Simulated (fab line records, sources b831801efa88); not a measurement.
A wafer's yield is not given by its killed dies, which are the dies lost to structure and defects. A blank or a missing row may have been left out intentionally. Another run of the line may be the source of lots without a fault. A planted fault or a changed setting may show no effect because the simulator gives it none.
The tool behind it: which one? | flow sky130 | 42 wafers from 14 lots sampled at 4 of the route's 708 steps

## WHAT EACH GAUGE READ, for each wafer
SKY_VT_ADJUST_HVTR_TW_MEAS_11.
lot  | measured     | on            | VT_ADJUST_HVTR_TW
L531 | day 9 06:32  | film metro-02 | 210.1 209.0 211.1
L532 | day 9 20:28  | film metro-04 | 213.0 211.1 212.2
L533 | day 10 04:16 | film metro-02 | 212.5 213.0 213.0
L539 | day 11 18:02 | film metro-03 | 210.4 209.8 212.6
L540 | day 12 04:43 | film metro-04 | 213.8 212.8 212.8
L544 | day 13 10:32 | film metro-04 | 213.0 213.2 212.4
L546 | day 14 05:11 | film metro-03 | 209.2 210.0 209.1
L547 | day 14 18:48 | film metro-02 | 210.3 211.6 212.7
L548 | day 15 02:18 | film metro-02 | 211.7 211.0 211.3
L549 | day 15 07:55 | film metro-03 | 209.1 209.6 209.7
L550 | day 15 08:46 | film metro-03 | 210.2 209.5 210.3
L551 | day 15 20:11 | film metro-03 | 211.0 210.6 208.0
L553 | day 16 05:22 | film metro-03 | 211.2 211.3 210.3
L554 | day 16 13:39 | film metro-04 | 212.0 212.9 212.2

SKY_POLY_GATE_THK_MEAS_04.
lot  | measured     | on            | POLY_GATE_CVD_03_THK (nm)
L531 | day 14 22:08 | film metro-04 | 76.2 75.8 75.5
L532 | day 15 11:38 | film metro-01 | 73.8 74.0 73.7
L533 | day 16 02:55 | film metro-02 | 74.6 74.8 75.0
L544 | day 19 22:03 | film metro-04 | 75.0 74.5 74.9
L546 | day 20 20:49 | film metro-02 | 75.5 75.3 75.7
L547 | day 21 10:50 | film metro-01 | 75.3 74.8 75.0
L548 | day 22 09:58 | film metro-02 | 74.2 74.4 74.3
L549 | day 22 09:57 | film metro-01 | 75.3 75.0 74.6
L550 | day 22 09:56 | film metro-04 | 74.4 75.1 74.6
L551 | day 22 14:38 | film metro-01 | 75.4 75.4 75.9
L553 | day 23 00:12 | film metro-02 | 75.3 75.4 75.2
L554 | day 23 11:32 | film metro-02 | 74.0 73.6 74.0

## TOOL THAT RAN EACH LOT (tool first, then ch and the chambers of the sampled wafers, then the start)
lot  | SKY_DNWELL_STRIP_08                 | SKY_SONOS_ONO_EXPOSE_10
L531 | plasma asher-01 ch 0,1, day 3 00:37 | iline stepper-01 ch 0, day 11 20:58
L532 | plasma asher-04 ch 0,1, day 3 11:49 | iline stepper-02 ch 0, day 12 11:39
L533 | plasma asher-02 ch 0,1, day 3 16:58 | iline stepper-02 ch 0, day 12 19:35
L539 | plasma asher-01 ch 0,1, day 4 20:53 | iline stepper-02, day 14 16:13
L540 | plasma asher-02 ch 0,1, day 5 04:37 | iline stepper-02, day 15 00:53
L544 | plasma asher-04 ch 0,1, day 5 23:59 | iline stepper-02 ch 0, day 16 11:47
L546 | plasma asher-01 ch 0,1, day 6 14:56 | iline stepper-01 ch 0, day 17 09:01
L547 | plasma asher-04 ch 0,1, day 6 21:44 | iline stepper-01 ch 0, day 17 22:40
L548 | plasma asher-04 ch 0,1, day 7 05:19 | iline stepper-01 ch 0, day 18 05:31
L549 | plasma asher-02 ch 1, day 7 09:56   | iline stepper-02 ch 0, day 18 14:41
L550 | plasma asher-02 ch 1, day 7 10:54   | iline stepper-01 ch 0, day 18 14:22
L551 | plasma asher-02 ch 0,1, day 7 16:37 | iline stepper-02 ch 0, day 19 02:53
L553 | plasma asher-01 ch 0,1, day 8 01:51 | iline stepper-02 ch 0, day 19 13:29
L554 | plasma asher-04 ch 0,1, day 8 10:00 | iline stepper-01 ch 0, day 20 00:04
- SKY_DNWELL_STRIP_08: strips in O2/N2.
- SKY_SONOS_ONO_EXPOSE_10: exposes mask ONOM, target cd 410 nm.

## AS READ BY THE TOOLS THEMSELVES (means over the sampled wafers that have a number; for cases with no such wafer, the mark the record gives instead)
SKY_DNWELL_STRIP_08.
lot  | tool            | drypump motor current A (A) | oes product au (a.u.) | strip time to endpoint s (s)
L531 | plasma asher-01 | 5.9                         | 0.720                 | 36.99
L532 | plasma asher-04 | 5.1                         | 0.725                 | 36.97
L533 | plasma asher-02 | 6.3                         | 0.721                 | 36.91
L539 | plasma asher-01 | 5.9                         | 0.723                 | 36.81
L540 | plasma asher-02 | 6.4                         | 0.724                 | 36.97
L544 | plasma asher-04 | 5.1                         | 0.723                 | 36.77
L546 | plasma asher-01 | 5.9                         | 0.719                 | 36.81
L547 | plasma asher-04 | 5.1                         | 0.722                 | 36.96
L548 | plasma asher-04 | 5.1                         | 0.725                 | 36.69
L549 | plasma asher-02 | 6.3                         | 0.724                 | 37.06
L550 | plasma asher-02 | 6.3                         | 0.720                 | 36.86
L551 | plasma asher-02 | 6.4                         | 0.723                 | 36.66
L553 | plasma asher-01 | 5.9                         | 0.723                 | 37.14
L554 | plasma asher-04 | 5.1                         | 0.722                 | 36.99

SKY_SONOS_ONO_EXPOSE_10.
lot  | tool             | exposure dose mJ cm2 | focus offset nm (nm)
L531 | iline stepper-01 | 150.00               | -0.2
L532 | iline stepper-02 | 150.15               | -0.0
L533 | iline stepper-02 | 150.00               | 0.1
L539 | iline stepper-02 | -                    | -
L540 | iline stepper-02 | -                    | -
L544 | iline stepper-02 | 150.06               | -0.4
L546 | iline stepper-01 | 150.00               | -0.1
L547 | iline stepper-01 | 150.10               | -0.3
L548 | iline stepper-01 | 149.93               | -0.1
L549 | iline stepper-02 | 149.86               | 0.4
L550 | iline stepper-01 | 149.94               | 0.1
L551 | iline stepper-02 | 150.11               | -0.1
L553 | iline stepper-02 | 149.94               | -0.1
L554 | iline stepper-01 | 149.94               | -0.2

## THE ANSWER, worked out from the rows above alone
Rule: the lots themselves supply what counts as usual. Put in order of their means at a reading, lots are off if they are a third of the lots or fewer, leave a main group of 4 or more, and stand apart from it by a gap of 3 or more times the standard deviation of the main group's means; of several such gaps the widest counts. A main group is skipped when, at the precision printed for the reading in the tables above, its means are all equal. A lot without any number at a reading at which 4 lots or more have one is off too. All remaining lots with rows at the step are treated as sound. Order of review: gauges by route order, followed by the tools' own readings, for which a lot's mean as printed above is used. At the first step where some lot is off, the reading lying furthest off is the one used; lots without a number count as furthest.
Off: L539, L540 (SKY_SONOS_ONO_EXPOSE_10, exposure dose mJ cm2). Without a number there: L539, L540. The main group: mean 150.00, standard deviation 0.083.
If a tool, at that step or one of the process steps before it, ran each lot that is off and ran no sound lot following the first of them, it fits. Of those tried, none fits.

## WHAT THE SIMULATOR HAD INSERTED
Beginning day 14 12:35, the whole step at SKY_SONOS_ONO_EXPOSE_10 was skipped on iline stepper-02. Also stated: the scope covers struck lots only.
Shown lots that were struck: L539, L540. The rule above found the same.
